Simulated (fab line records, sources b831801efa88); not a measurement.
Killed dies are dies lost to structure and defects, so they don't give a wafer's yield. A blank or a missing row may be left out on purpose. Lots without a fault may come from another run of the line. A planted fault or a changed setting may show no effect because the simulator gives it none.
fab line records | flow sky130
record lots=11 wafers=32 last_day=50
route steps=708 shown SONOS_ONO@169 RES_PROTECT@209 LI_CONTACT@365 PAD_OPEN@708
lots that met no fault: from a run of the same line without faults
start_h: hours from the record's first day to the start of the lot's first wafer shown | wait_h: hours since the lot's step before | " the same as in the row above | L1.1+2: a row that stands for several wafers | - no value, or no start given | * or withheld: withheld | < > ~ a bound
route shown NAME@n: a module of which the file shows steps, and the number in the route of the first | usual: mean/standard deviation of fault-free wafers | same: alike in all rows | chamber/n: place in a boat | sites: the reading at each site | _std_site: their standard deviation | _edge_site: outer sites' mean less inner sites' | radius_mm: how far each site lies from the wafer's centre | mask NAME#n: copy n | behind: the tool/chamber that last shaped the wafer | hold: why the lot was held/for how many hours/how that ended | device: the transistor (n, p or np) that didn't switch | end of line: the same wafers' tests at the end of the route | a step without rows: its recipe alone | killed: dies lost to structure and defects at the first sort, not the wafer's yield | map: a wafer's dies, x killed, . not, _ none there
set.NAME: the setting as run; set.NAME@STEP: as run at that earlier step | model.NAME: the simulator's own value behind a step, which no gauge read
steps of the route over a sample of lots; a table a step, a row a wafer
services: from which hour (start_h, from the record's first day; less than 0 if before it) a tool's chamber was out of use, for how many hours, and why
## steps
# step SKY_SONOS_ONO_THK_MEAS_01
# recipe reads=SiO2_of_SONOS_ONO_OXIDATION_00
# usual SONOS_ONO_OXIDATION_THK=2.60/0.056
# columns lot.wafer tool chamber start_h wait_h SONOS_ONO_OXIDATION_THK[nm]
L510.1 film_metro-04 - 250.48 0.0 2.68
L510.3 " - " " 2.73
L510.5 " - " " 2.63
L511.2 film_metro-01 - 260.30 0.0 2.65
L511.3 " - " " 2.71
L511.5 " - " " 2.66
L515.1 film_metro-03 - 293.20 0.0 2.61
L515.5 " - " " 2.64
L515.6 " - " " 2.64
L517.2 film_metro-01 - 308.87 0.0 2.58
L517.5 " - " " 2.48
L523.1 film_metro-03 - 350.47 0.0 2.67
L523.5 " - " " 2.57
L523.6 " - " " 2.60
L524.1 film_metro-03 - 363.37 0.0 2.65
L524.3 " - " " 2.69
L524.5 " - " " 2.66
L525.1 film_metro-03 - 372.66 0.0 2.55
L525.2 " - " " 2.70
L525.4 " - " " 2.61
L527.1 film_metro-01 - 392.96 0.0 2.63
L527.2 " - " " 2.56
L527.3 " - " " 2.59
L529.1 film_metro-01 - 408.17 0.0 2.60
L529.2 " - " " 2.69
L529.5 " - " " 2.62
L531.3 film_metro-04 - 425.78 0.0 2.65
L531.4 " - " " 2.67
L531.6 " - " " 2.65
L533.4 film_metro-04 - 438.04 0.0 2.59
L533.5 " - " " 2.60
L533.6 " - " " 2.56
# step SKY_SONOS_ONO_THK_MEAS_05
# recipe reads=SiO2_of_SONOS_ONO_CVD_04
# usual SONOS_ONO_CVD_04_THK=5.72/0.13
# columns lot.wafer tool chamber start_h wait_h SONOS_ONO_CVD_04_THK[nm]
L510.1 film_metro-04 - 256.07 0.0 5.64
L510.3 " - " " 5.45
L510.5 " - " " 5.57
L511.2 film_metro-03 - 262.72 0.0 5.60
L511.3 " - " " 5.60
L511.5 " - " " 5.62
L515.1 film_metro-03 - 296.14 0.0 5.68
L515.5 " - " " 5.63
L515.6 " - " " 5.70
L517.2 film_metro-03 - 312.45 0.0 5.89
L517.5 " - " " 5.77
L523.1 film_metro-04 - 354.03 0.0 5.67
L523.5 " - " " 5.76
L523.6 " - " " 5.72
L524.1 film_metro-03 - 366.28 0.0 5.59
L524.3 " - " " 5.67
L524.5 " - " " 5.71
L525.1 film_metro-01 - 377.59 0.0 5.69
L525.2 " - " " 5.81
L525.4 " - " " 5.69
L527.1 film_metro-01 - 397.55 0.0 5.94
L527.2 " - " " 5.83
L527.3 " - " " 5.82
L529.1 film_metro-01 - 410.59 0.0 5.74
L529.2 " - " " 5.72
L529.5 " - " " 5.54
L531.3 film_metro-04 - 428.20 0.0 5.85
L531.4 " - " " 5.76
L531.6 " - " " 5.89
L533.4 film_metro-01 - 441.09 0.0 5.89
L533.5 " - " " 5.97
L533.6 " - " " 5.80
# step SKY_RES_PROTECT_SOFTBAKE_03
# recipe temp_c=90 time_s=60 resist=NOVOLAK
# usual exhaust_pa=45.0/0.83 heater_power_total_W=56.60/0.046 run_length_s=89.28/0.14
# columns lot.wafer tool chamber start_h wait_h exhaust_pa heater_power_total_W run_length_s
L510.1 litho_track-03 0 327.41 0.1 47.7 56.57 89.30
L510.3 " 0 " " 44.5 56.56 89.35
L510.5 " 0 " " 45.4 56.60 89.36
L511.2 litho_track-04 0 333.14 0.1 44.6 56.65 89.14
L511.3 " 0 " " 46.0 56.57 89.37
L511.5 " 0 " " 45.6 56.66 89.44
L515.1 litho_track-04 0 369.47 0.1 45.6 56.66 89.29
L515.5 " 0 " " 44.7 78.21 50.67
L515.6 " 0 " " 45.2 56.59 89.13
L517.2 litho_track-04 0 385.04 0.1 45.0 78.47 50.53
L517.5 " 0 " " 45.5 78.29 50.65
L523.1 litho_track-03 0 433.66 0.1 45.3 56.62 89.30
L523.5 " 0 " " 46.4 56.57 89.42
L523.6 " 0 " " 46.5 56.66 89.31
L524.1 litho_track-02 0 446.83 0.1 45.4 56.57 89.17
L524.3 " 0 " " 44.9 56.62 89.26
L524.5 " 0 " " 44.7 56.60 89.05
L525.1 litho_track-04 0 461.82 0.1 45.7 56.49 89.46
L525.2 " 0 " " 45.0 56.66 89.08
L525.4 " 0 " " 45.6 56.57 89.20
L527.1 litho_track-02 0 478.23 0.1 44.3 56.59 89.29
L527.2 " 0 " " 43.7 56.59 89.37
L527.3 " 0 " " 45.4 56.67 89.00
L529.1 litho_track-03 0 493.81 0.1 44.1 56.65 89.31
L529.2 " 0 " " 44.4 56.55 89.37
L529.5 " 0 " " 44.0 56.67 89.29
L531.3 litho_track-03 0 509.61 0.1 45.4 56.58 89.29
L531.4 " 0 " " 45.8 56.63 89.43
L531.6 " 0 " " 45.0 56.59 89.49
L533.4 litho_track-04 0 523.04 0.1 45.7 56.55 89.23
L533.5 " 0 " " 44.5 56.61 89.15
L533.6 " 0 " " 46.8 56.59 89.12
# step SKY_RES_PROTECT_STRIP_07
# recipe chemistry=O2/N2 power_w=1400 pressure_mtorr=1500 platen_temp_c=withheld o2_flow_sccm=3000 n2_flow_sccm=300 overash_fraction=0.5
# usual drypump_motor_current_A=5.4/0.47 oes_product_au=0.517/0.0047 strip_time_to_endpoint_s=23.29/0.039
# columns lot.wafer tool chamber start_h wait_h drypump_motor_current_A oes_product_au rf_hours_counter_h strip_time_to_endpoint_s
L510.1 plasma_asher-03 0 341.11 0.1 5.1 0.521 50 23.22
L510.3 " 0 " " 5.0 0.517 - 23.25
L510.5 " 0 " " 5.1 0.515 - 23.25
L511.2 plasma_asher-04 1 346.73 0.1 5.5 0.525 62 23.26
L511.3 " 1 " " 5.5 0.512 - 23.26
L511.5 " 1 " " 5.5 0.514 - 23.22
L515.1 plasma_asher-03 0 383.61 0.1 5.1 0.521 55 23.37
L515.5 " 1 " " 5.1 0.526 - 23.67
L515.6 " 0 " " 5.0 0.525 - 23.23
L517.2 plasma_asher-03 1 400.27 0.1 5.1 0.522 56 23.61
L517.5 " 0 " " 5.0 0.524 - 23.59
L523.1 plasma_asher-02 1 449.56 0.1 5.2 0.519 34 23.25
L523.5 " 0 " " 6.2 0.514 - 23.28
L523.6 " 1 " " 5.2 0.526 - 23.31
L524.1 plasma_asher-03 1 462.72 0.1 5.0 0.522 63 23.30
L524.3 " 0 " " 5.0 0.521 - 23.28
L524.5 " 0 " " 5.1 0.516 - 23.28
L525.1 plasma_asher-04 0 477.03 0.1 6.0 0.513 74 23.29
L525.2 " 1 " " 5.5 0.513 74 23.32
L525.4 " 1 " " 5.5 0.517 - 23.27
L527.1 plasma_asher-03 0 493.53 0.1 5.0 0.511 66 23.31
L527.2 " 1 " " 5.1 0.516 66 23.26
L527.3 " 1 " " 5.1 0.524 - 23.25
L529.1 plasma_asher-02 0 508.68 0.1 6.3 0.511 40 23.26
L529.2 " 1 " " 5.2 0.508 40 23.27
L529.5 " 1 " " 5.2 0.510 - 23.27
L531.3 plasma_asher-04 1 525.01 0.1 5.5 0.509 - 23.32
L531.4 " 0 " " 6.0 0.525 - 23.29
L531.6 " 0 " " 6.0 0.517 - 23.29
L533.4 plasma_asher-03 0 537.85 0.1 5.0 0.518 - 23.30
L533.5 " 1 " " 5.1 0.514 - 23.31
L533.6 " 0 " " 5.0 0.527 - 23.31
# step SKY_RES_PROTECT_TW_MEAS_08
# usual POLY_GATE_TW=4015/23
# columns lot.wafer tool chamber start_h wait_h POLY_GATE_TW
L510.1 film_metro-03 - 341.21 0.1 4029
L510.3 " - " " 4031
L510.5 " - " " 4008
L511.2 film_metro-04 - 346.84 0.1 3999
L511.3 " - " " 4045
L511.5 " - " " 4026
L515.1 film_metro-03 - 383.71 0.1 4015
L515.5 " - " " 3996
L515.6 " - " " 4023
L517.2 film_metro-03 - 400.38 0.1 4024
L517.5 " - " " 4028
L523.1 film_metro-03 - 449.66 0.1 4060
L523.5 " - " " 4049
L523.6 " - " " 4051
L524.1 film_metro-04 - 462.82 0.1 3996
L524.3 " - " " 4010
L524.5 " - " " 3991
L525.1 film_metro-03 - 477.13 0.1 4029
L525.2 " - " " 4021
L525.4 " - " " 4032
L527.1 film_metro-02 - 493.63 0.1 3955
L527.2 " - " " 3964
L527.3 " - " " 3962
L529.1 film_metro-04 - 508.78 0.1 4021
L529.2 " - " " 4016
L529.5 " - " " 4018
L531.3 film_metro-03 - 525.10 0.1 4003
L531.4 " - " " 4058
L531.6 " - " " 4026
L533.4 film_metro-04 - 537.95 0.1 4017
L533.5 " - " " 4008
L533.6 " - " " 4031
# step SKY_LI_CONTACT_BOW_MEAS_03
# recipe mode=bow
# usual LI_CONTACT_BOW=55/6.5
# columns lot.wafer tool chamber start_h wait_h hold LI_CONTACT_BOW[um]
L510.1 film_metro-04 - 647.55 0.1 - 60
L510.3 " - " " - 48
L510.5 " - " " - 51
L511.2 film_metro-01 - 654.41 0.2 - 53
L511.3 " - " " - 64
L511.5 " - " " - 57
L515.1 film_metro-02 - 689.82 0.2 - 53
L515.5 " - " " - 54
L515.6 " - " " - 38
L517.2 film_metro-02 - 705.38 0.3 await_dispo/0.2h/release 67
L517.5 " - " " await_dispo/0.2h/release 61
L517.2 film_metro-02 - 705.67 0.3 - -
L517.5 " - " " - -
L523.1 film_metro-02 - 753.91 0.2 - 61
L523.5 " - " " - 44
L523.6 " - " " - 45
L524.1 film_metro-01 - 758.80 0.1 - 64
L524.3 " - " " - 56
L524.5 " - " " - 68
L525.1 film_metro-04 - 771.81 0.1 - 67
L525.2 " - " " - 60
L525.4 " - " " - 61
L527.1 film_metro-02 - 785.86 0.2 - 58
L527.2 " - " " - 59
L527.3 " - " " - 51
L529.1 film_metro-04 - 804.47 0.1 - 54
L529.2 " - " " - 47
L529.5 " - " " - 57
L531.3 film_metro-02 - 815.49 0.3 - 54
L531.4 " - " " - 65
L531.6 " - " " - 52
L533.4 film_metro-01 - 828.16 0.3 - 47
L533.5 " - " " - 57
L533.6 " - " " - 58
# step SKY_LI_CONTACT_DEHYDRATE_04
# recipe temp_c=200 time_s=60
# usual exhaust_pa=44.8/0.97
# columns lot.wafer tool chamber start_h wait_h hold exhaust_pa
L510.1 litho_track-04 0 661.17 13.6 - 46.3
L510.3 " 0 " " - 45.0
L510.5 " 0 " " - 46.8
L511.2 litho_track-04 0 667.49 13.1 - 43.0
L511.3 " 0 " " - 43.8
L511.5 " 0 " " - 43.6
L515.1 litho_track-01 0 702.67 12.8 - 42.9
L515.5 " 0 " " - 45.1
L515.6 " 0 " " - 43.7
L517.2 litho_track-03 0 718.54 12.9 await_dispo/1.5h/release 43.6
L517.5 " 0 " " await_dispo/1.5h/release 45.1
L523.1 litho_track-03 0 766.41 12.5 - 45.2
L523.5 " 0 " " - 44.2
L523.6 " 0 " " - 45.2
L524.1 litho_track-04 0 772.42 13.6 - 43.5
L524.3 " 0 " " - 44.7
L524.5 " 0 " " - 43.4
L525.1 litho_track-01 0 783.82 12.0 - 46.6
L525.2 " 0 " " - 44.3
L525.4 " 0 " " - 44.7
L527.1 litho_track-03 0 799.16 13.3 - 45.2
L527.2 " 0 " " - 44.8
L527.3 " 0 " " - 45.1
L529.1 litho_track-03 0 817.16 12.7 - 46.2
L529.2 " 0 " " - 46.4
L529.5 " 0 " " - 45.5
L531.3 litho_track-01 0 828.87 13.4 - 43.4
L531.4 " 0 " " - 44.4
L531.6 " 0 " " - 45.2
L533.4 litho_track-03 0 840.44 12.3 - 45.3
L533.5 " 0 " " - 45.8
L533.6 " 0 " " - 44.1
# step SKY_PAD_OPEN_PROBE_99
# usual killed_at_M0_to_M3=44/7.5 killed_at_M4_up=3.2/1.9 killed_at_contacts=23/4.7 killed_at_front_end=15/4.7 killed_at_other=0.4/0.66 killed_dies=87/9.3 killed_open=47/7.2 killed_short=39/6.5
# same gross_dies=492 killed_at_back_side=0
# columns lot.wafer tool chamber start_h wait_h killed_at_M0_to_M3 killed_at_M4_up killed_at_contacts killed_at_front_end killed_at_other killed_dies killed_open killed_short
L510.1 prober-02 - 1074.90 0.1 38 3 25 19 1 86 46 40
L510.3 prober-02 - 1075.00 0.2 47 3 27 10 1 88 55 33
L510.5 prober-02 - 1075.10 0.2 43 0 22 13 0 78 37 41
L511.2 prober-01 - 1078.96 0.1 32 8 26 11 0 77 49 28
L511.3 prober-01 - 1079.01 0.2 36 2 26 18 2 84 43 41
L511.5 prober-01 - 1079.11 0.2 34 2 27 14 1 78 49 29
L515.1 prober-01 - 1109.28 0.1 45 2 23 20 0 90 50 39
L515.5 prober-01 - 1109.48 0.2 58 3 23 20 0 104 55 49
L515.6 prober-01 - 1109.53 0.2 40 3 22 27 0 92 53 35
L517.2 prober-01 - 1115.94 0.1 46 3 26 21 0 96 44 52
L523.1 prober-01 - 1152.02 0.1 32 4 29 16 0 81 37 44
L523.5 prober-01 - 1152.22 0.2 41 6 25 13 0 85 45 38
L523.6 prober-01 - 1152.27 0.2 46 5 18 11 2 82 46 36
L525.1 prober-01 - 1163.98 0.1 46 2 28 13 0 89 49 39
L525.2 prober-01 - 1164.03 0.1 50 5 26 12 0 93 41 52
L525.4 prober-01 - 1164.13 0.2 48 3 24 13 0 88 49 39
L533.4 prober-02 - 1199.84 0.2 36 2 25 10 0 73 44 29
L533.5 prober-02 - 1199.89 0.2 38 5 21 11 0 75 43 31
L533.6 prober-02 - 1199.94 0.2 38 3 20 8 1 70 40 29
# killed by level:class
L510.1 CONTACT:geometric_particle:open=9 VIA1:geometric_particle:open=8 METAL1:geometric_particle:short=7 POLY_GATE:geometric_particle:open=6 METAL2:geometric_particle:short=5 VIA3:geometric_particle:open=5 LI_CONTACT:geometric_particle:short=4 LI_CONTACT:geometric_particle:open=4
L510.3 CONTACT:geometric_particle:open=12 VIA1:geometric_particle:open=10 LI_CONTACT:geometric_particle:open=9 METAL1:geometric_particle:short=8 VIA1:geometric_particle:short=6 VIA3:geometric_particle:open=5 METAL2:geometric_particle:short=5 METAL1:geometric_particle:open=4
L510.5 METAL1:geometric_particle:short=13 VIA1:geometric_particle:open=7 METAL2:geometric_particle:short=7 CONTACT:geometric_particle:short=5 LI_CONTACT:geometric_particle:open=5 LOCAL_INTERCONNECT:geometric_particle:short=5 CONTACT:geometric_particle:open=5 VIA3:geometric_particle:open=5
L511.2 VIA1:geometric_particle:open=11 CONTACT:geometric_particle:open=9 LI_CONTACT:geometric_particle:open=8 METAL2:geometric_particle:short=6 CONTACT:geometric_particle:short=4 METAL4:geometric_particle:open=4 FIELD_ISO:geometric_particle:short=3 POLY_GATE:geometric_particle:open=3
L511.3 CONTACT:geometric_particle:open=10 VIA1:geometric_particle:open=9 CONTACT:geometric_particle:short=6 VIA2:geometric_particle:open=6 FIELD_ISO:geometric_particle:open=4 FIELD_ISO:geometric_particle:short=4 POLY_GATE:geometric_particle:open=4 LI_CONTACT:geometric_particle:open=4
L511.5 CONTACT:geometric_particle:open=12 VIA1:geometric_particle:open=8 LI_CONTACT:geometric_particle:open=7 FIELD_ISO:geometric_particle:open=5 VIA3:geometric_particle:open=5 CONTACT:geometric_particle:short=4 METAL2:geometric_particle:short=4 VIA2:geometric_particle:short=4
L515.1 VIA1:geometric_particle:open=9 VIA3:geometric_particle:open=8 FIELD_ISO:geometric_particle:open=7 CONTACT:geometric_particle:open=7 METAL1:geometric_particle:short=6 POLY_GATE:geometric_particle:short=5 LI_CONTACT:geometric_particle:short=5 VIA1:geometric_particle:short=5
L515.5 VIA1:geometric_particle:open=14 VIA2:geometric_particle:open=9 VIA3:geometric_particle:open=9 CONTACT:geometric_particle:short=7 VIA3:geometric_particle:short=6 FIELD_ISO:geometric_particle:short=5 POLY_GATE:geometric_particle:short=5 LI_CONTACT:geometric_particle:open=5
L515.6 VIA1:geometric_particle:open=11 FIELD_ISO:geometric_particle:open=9 POLY_GATE:geometric_particle:open=7 CONTACT:geometric_particle:open=7 VIA3:geometric_particle:open=6 CONTACT:geometric_particle:short=6 METAL2:geometric_particle:short=4 LI_CONTACT:geometric_particle:open=4
L517.2 LOCAL_INTERCONNECT:geometric_particle:short=8 VIA1:geometric_particle:open=7 METAL2:geometric_particle:open=6 METAL1:geometric_particle:short=6 VIA1:geometric_particle:short=6 METAL2:geometric_particle:short=6 VIA2:geometric_particle:open=6 POLY_GATE:geometric_particle:open=5
L523.1 CONTACT:geometric_particle:open=10 VIA1:geometric_particle:open=6 LOCAL_INTERCONNECT:geometric_particle:short=5 CONTACT:geometric_particle:short=5 METAL2:geometric_particle:short=5 POLY_GATE:geometric_particle:open=4 LI_CONTACT:geometric_particle:short=4 LI_CONTACT:geometric_particle:open=4
L523.5 VIA1:geometric_particle:open=11 CONTACT:geometric_particle:open=11 VIA1:geometric_particle:short=6 METAL2:geometric_particle:short=6 LI_CONTACT:geometric_particle:open=5 LOCAL_INTERCONNECT:geometric_particle:short=4 VIA2:geometric_particle:open=4 METAL4:geometric_particle:short=4
L523.6 VIA1:geometric_particle:open=14 CONTACT:geometric_particle:open=8 METAL2:geometric_particle:short=7 VIA3:geometric_particle:open=7 METAL1:geometric_particle:short=5 LI_CONTACT:geometric_particle:open=4 LOCAL_INTERCONNECT:geometric_particle:short=4 POLY_GATE:geometric_particle:open=3
L525.1 VIA1:geometric_particle:open=15 METAL2:geometric_particle:short=9 LI_CONTACT:geometric_particle:open=7 CONTACT:geometric_particle:short=7 CONTACT:geometric_particle:open=6 VIA1:geometric_particle:short=6 FIELD_ISO:geometric_particle:open=5 VIA2:geometric_particle:open=5
L525.2 VIA1:geometric_particle:open=13 CONTACT:geometric_particle:open=8 VIA2:geometric_particle:open=7 LI_CONTACT:geometric_particle:short=6 VIA3:geometric_particle:short=6 METAL4:geometric_particle:short=5 LOCAL_INTERCONNECT:geometric_particle:short=5 METAL2:geometric_particle:short=5
L525.4 VIA1:geometric_particle:open=11 VIA3:geometric_particle:open=8 CONTACT:geometric_particle:open=7 LOCAL_INTERCONNECT:geometric_particle:short=6 VIA2:geometric_particle:open=6 VIA3:geometric_particle:short=5 FIELD_ISO:geometric_particle:short=4 LI_CONTACT:geometric_particle:open=4
L533.4 CONTACT:geometric_particle:open=14 VIA1:geometric_particle:open=9 METAL2:geometric_particle:short=7 LI_CONTACT:geometric_particle:open=5 FIELD_ISO:geometric_particle:open=4 VIA1:geometric_particle:short=4 CONTACT:geometric_particle:short=4 VIA2:geometric_particle:short=4
L533.5 VIA1:geometric_particle:open=13 CONTACT:geometric_particle:open=8 VIA3:geometric_particle:open=7 METAL2:geometric_particle:short=7 VIA1:geometric_particle:short=5 FIELD_ISO:geometric_particle:short=4 LI_CONTACT:geometric_particle:open=3 LOCAL_INTERCONNECT:geometric_particle:open=3
L533.6 VIA3:geometric_particle:open=10 VIA1:geometric_particle:open=9 CONTACT:geometric_particle:open=8 METAL3:geometric_particle:short=4 LI_CONTACT:geometric_particle:short=4 METAL4:geometric_particle:short=3 FIELD_ISO:geometric_particle:open=3 LI_CONTACT:geometric_particle:open=3
## services
# columns tool chamber start_h hours kind
plasma_asher-03 - 378.58 1.8 repair
plasma_asher-04 - 389.09 1.9 repair
plasma_asher-02 - 397.98 3.5 repair
plasma_asher-04 - 402.08 1.4 repair
plasma_asher-04 - 410.55 0.3 repair
plasma_asher-02 - 413.53 0.6 repair
plasma_asher-04 - 424.81 11.2 repair
plasma_asher-03 - 438.54 3.6 repair
plasma_asher-02 - 441.03 0.7 repair
plasma_asher-04 - 451.47 0.5 repair
plasma_asher-04 - 481.21 11.0 repair
litho_track-01 - 483.82 - consumable_replace:filter
plasma_asher-02 - 586.14 12.0 repair
plasma_asher-04 - 599.43 2.8 pm
plasma_asher-03 - 630.73 1.2 repair
plasma_asher-02 - 645.45 5.3 repair
litho_track-03 - 669.50 - consumable_replace:filter
plasma_asher-04 - 682.13 2.8 repair
plasma_asher-03 - 712.82 2.8 pm
plasma_asher-04 - 733.75 9.0 pm
plasma_asher-04 - 786.38 6.1 repair
plasma_asher-02 - 787.73 2.8 pm
plasma_asher-02 - 798.73 13.0 repair
plasma_asher-04 - 808.40 8.5 repair
## key
first_sign step=SKY_RES_PROTECT_SOFTBAKE_03 reading=heater_power_total_W direction=up sigmas=99+ usual=* struck=*
effect step=SKY_RES_PROTECT_SOFTBAKE_03 reading=run_length_s direction=down sigmas=99+ usual=* struck=*
effect step=SKY_RES_PROTECT_STRIP_07 reading=strip_time_to_endpoint_s direction=up sigmas=8.6 usual=* struck=*
met_at SKY_RES_PROTECT_SOFTBAKE_03
struck_lots L515,L517
struck_wafers L515.5,L517.2,L517.5
tester_left_out L515,L517
not_acting_at SKY_SONOS_ONO_THK_MEAS_01,SKY_SONOS_ONO_THK_MEAS_05,SKY_RES_PROTECT_TW_MEAS_08
onset_between 333.14 369.47
fault kind=process_parameter_drift tool=litho_track-04 chamber=- onset_h=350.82 steps=SKY_RES_PROTECT_SOFTBAKE_03 channel=time_s offset=* shape=step end_h=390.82 scope=struck_wafers_only acts_in=* stated=*
# tester_left_out: of these lots the tester's yield and bins aren't shown, on N5 and GAA mostly nor the transistor test; their killed dies are dies lost to structure and defects alone, not to doping, threshold or leakage, so they don't give the yield
